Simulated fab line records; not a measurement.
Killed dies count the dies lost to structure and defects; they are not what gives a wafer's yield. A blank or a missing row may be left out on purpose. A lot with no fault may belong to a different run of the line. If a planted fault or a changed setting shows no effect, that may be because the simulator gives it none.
Matching of chambers ; flow sky130 ; wet-bench-03 running SKY_VIA3_STRIP_17: 3 sister chambers
The step strips in post etch residue remover, time 1200 s. 3 wafers are shown with their chamber, then 6 later ones without.

WAFERS PAIRED WITH THEIR CHAMBERS
wafer;chamber;bath-guard-temp-C (C)
L998.3;1;72.9
L100.6;0;72.2
L102.6;2;71.5

WAFERS WHOSE CHAMBER IS MISSING
wafer;bath-guard-temp-C (C)
L105.2;71.3
L105.4;71.8
L105.5;71.7
L106.1;72.7
L106.3;72.3
L106.6;72.5

EACH ONE'S CHAMBER
wafer;from the rows above;in truth
L105.2;2;2
L105.4;can't be placed: 2 or 0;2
L105.5;can't be placed: 2 or 0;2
L106.1;can't be placed: 1 or 0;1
L106.3;0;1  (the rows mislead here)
L106.6;can't be placed: 0 or 1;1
Placed correctly: 1 of 6. Unplaceable from these rows: 4, with the true chamber sitting among the candidates in 4. Wrongly placed: 1.
How it was worked out, from the rows above alone: a wafer's distance from a chamber is the root of the sum, over the readings, of the square of ((its reading less the chamber's mean) divided by the reading's scatter). If the next closest chamber is less than 2 further off than the closest, the wafer can't be placed; otherwise it belongs to the closest. Each chamber's mean is taken over the wafers shown for it. The scatter (one wafer shown for each chamber): square how far every hidden wafer sits from the nearest shown wafer, average those squares and take the square root.
